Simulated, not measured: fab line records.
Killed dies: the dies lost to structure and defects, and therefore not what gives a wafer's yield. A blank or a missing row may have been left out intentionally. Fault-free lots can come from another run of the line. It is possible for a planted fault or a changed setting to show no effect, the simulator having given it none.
Which of the tools did it? + flow sky130 + 6 lots, 17 wafers sampled, at 5 steps of a route of 708

WHAT THE GAUGES READ, wafer by wafer
SKY_VIA1_THK_MEAS_01.
| lot  | measured     | on            | VIA1_HDPCVD_THK (nm) |
|------|--------------|---------------|----------------------|
| L183 | day 34 19:04 | film metro-01 | 1038 1030 1025       |
| L184 | day 34 22:08 | film metro-02 | 1028 1036 1034       |
| L190 | day 36 05:55 | film metro-02 | 1028 887             |
| L194 | day 37 07:16 | film metro-01 | 1035 1040 1033       |
| L196 | day 37 21:37 | film metro-01 | 1043 1034 1044       |
| L202 | day 39 19:07 | film metro-01 | 1026 1043 1039       |

WHAT TOOL EACH LOT RAN ON (gives the tool, then ch and the chambers of the sampled wafers, and finally the start)
| lot  | SKY_CONTACT_CMP_04            | SKY_METAL1_SPUTTER_01        | SKY_METAL1_SPUTTER_03        | SKY_VIA1_HDPCVD_00               |
|------|-------------------------------|------------------------------|------------------------------|----------------------------------|
| L183 | cmp-01 ch 0,2, day 32 10:07   | pvd sputter-01, day 33 15:20 | pvd sputter-01, day 33 15:23 | hdpcvd-02 ch 1,2, day 34 18:58   |
| L184 | cmp-02 ch 0,1,2, day 32 13:47 | pvd sputter-04, day 33 17:58 | pvd sputter-04, day 33 18:01 | hdpcvd-01 ch 0,1,2, day 34 22:01 |
| L190 | cmp-02 ch 1, day 33 23:02     | pvd sputter-01, day 35 03:31 | pvd sputter-01, day 35 03:34 | hdpcvd-02 ch 0,2, day 36 05:48   |
| L194 | cmp-02 ch 0,1,2, day 34 23:49 | pvd sputter-02, day 36 04:34 | pvd sputter-02, day 36 04:37 | hdpcvd-01 ch 0,2, day 37 07:08   |
| L196 | cmp-02 ch 0,1,3, day 35 14:21 | pvd sputter-04, day 36 18:03 | pvd sputter-04, day 36 18:06 | hdpcvd-01 ch 0,1,2, day 37 21:31 |
| L202 | cmp-02 ch 0,1, day 37 13:44   | pvd sputter-02, day 38 16:57 | pvd sputter-02, day 38 17:00 | hdpcvd-01 ch 0,1, day 39 18:58   |
- SKY_CONTACT_CMP_04: polishes SiO2.
- SKY_METAL1_SPUTTER_01: material TiN, target thk 20 nm, time 16.7 s.
- SKY_METAL1_SPUTTER_03: material Ti, target thk 5 nm, time 3.3 s.
- SKY_VIA1_HDPCVD_00: deposits SiO2, target thk 1030 nm, time 171.7 s.

THE ANSWER, worked out from the rows above alone
Rule: the lots themselves supply what counts as usual. The widest of any qualifying gaps counts: lots, ordered by their means at a reading, are off when they make up no more than a third of the lots, leave a main group of 4 or more, and stand apart from it by 3 or more times the standard deviation of that group's means. The tables above print the reading to a certain number of digits; a main group whose means all agree to those digits is not used. A lot without any number at a reading at which 4 lots or more have one is off too. Where the step has rows for the other lots, those lots are counted as sound.
Off: at SKY_VIA1_THK_MEAS_01 (VIA1_HDPCVD_THK), L190. The main group: mean 1035 nm, standard deviation 3.2.
A tool fits if, at a process step before that reading, it ran every lot that is off, and no sound lot after the first of them. Gauges at SKY_VIA1_THK_MEAS_01: tried the same way as those tools. Can't be told from this: 3 tools fit, pvd sputter-01 at SKY_METAL1_SPUTTER_01 and SKY_METAL1_SPUTTER_03, hdpcvd-02 at SKY_VIA1_HDPCVD_00, film metro-02 at SKY_VIA1_THK_MEAS_01.

WHAT WAS PUT IN BY THE SIMULATOR
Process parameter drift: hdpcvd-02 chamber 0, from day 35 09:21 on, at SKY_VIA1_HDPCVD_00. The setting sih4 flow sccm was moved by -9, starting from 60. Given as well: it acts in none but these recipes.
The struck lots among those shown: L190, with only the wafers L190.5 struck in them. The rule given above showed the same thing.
